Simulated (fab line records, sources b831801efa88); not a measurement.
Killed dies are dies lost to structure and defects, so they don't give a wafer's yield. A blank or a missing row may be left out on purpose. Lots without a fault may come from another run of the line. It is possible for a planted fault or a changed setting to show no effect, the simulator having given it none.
2 desks looking at one fault + flow sky130 + each desk has only its own numbers; what lay behind them comes last

== THE TOOL OWNER'S DESK: litho-track-04 ==
The tool's own readings at SKY_POLY_GATE_PEB_11, given as means over the sampled wafers that have a number, one for each lot that went through this tool. Any lot whose mean is over 4 standard deviations away from the usual mean is out of limits and marked OUT; that distance is given in the brackets.
Columns: A = exhaust-pa at SKY_POLY_GATE_PEB_11, usual 45.1 Pa
| lot  | first seen here | A    |
|------|-----------------|------|
| L430 | day 16 22:00    | 45.4 |
| L436 | day 19 01:00    | 45.2 |
| L440 | day 20 12:00    | 44.8 |
| L450 | day 24 14:00    | 45.5 |
| L452 | day 25 07:00    | 45.5 |
Result from this desk: across the 5 lots, nothing is out of limits.

== THE METROLOGY DESK ==
What the gauges read, lot by lot, whatever tool the lot ran on: means of the sampled wafers that have a number. Any lot whose mean is over 4 standard deviations away from the usual mean is out of limits and marked OUT; that distance is given in the brackets.
Columns: A = VT_ADJUST_PCH_OVL at SKY_VT_ADJUST_PCH_OVL_MEAS_07, usual -0.6 nm; B = POLY_GATE_TW at SKY_RES_PROTECT_TW_MEAS_08, usual 4029; C = cd-nm at SKY_POLY_GATE_CD_MEAS_13, usual 150.2 nm
| lot  | first seen here | A    | B    | C     |
|------|-----------------|------|------|-------|
| L429 | day 10 15:41    | 2.6  | 4035 | 151.3 |
| L430 | day 10 21:22    | -2.1 | 4042 | 149.2 |
| L431 | day 11 05:48    | 0.9  | 4041 | 148.2 |
| L434 | day 12 02:34    | -0.1 | 4041 | 151.9 |
| L436 | day 12 14:25    | 1.7  | 4013 | 148.5 |
| L437 | day 13 06:21    | 1.4  | 4025 | 151.4 |
| L440 | day 13 20:22    | -1.2 | 4039 | 150.5 |
| L441 | day 14 02:40    | 1.7  | 4042 | 148.3 |
| L447 | day 16 05:40    | -1.2 | 4011 | -     |
| L446 | day 16 06:53    | -3.0 | 3997 | -     |
| L448 | day 16 12:20    | -1.1 | 4007 | -     |
| L449 | day 16 22:15    | -1.3 | 4057 | 150.6 |
| L451 | day 17 14:47    | -2.0 | 3976 | 148.8 |
| L450 | day 17 15:15    | -1.2 | 3991 | 148.3 |
| L452 | day 18 07:03    | -0.3 | 4062 | 151.3 |
Result from this desk: across the 15 lots, nothing is out of limits.

== TAKEN TOGETHER ==
The desk of the tool owner found nothing out of limits.
From the metrology desk's view, nothing was out of limits.

== WHAT THE SIMULATOR HAD PUT IN ==
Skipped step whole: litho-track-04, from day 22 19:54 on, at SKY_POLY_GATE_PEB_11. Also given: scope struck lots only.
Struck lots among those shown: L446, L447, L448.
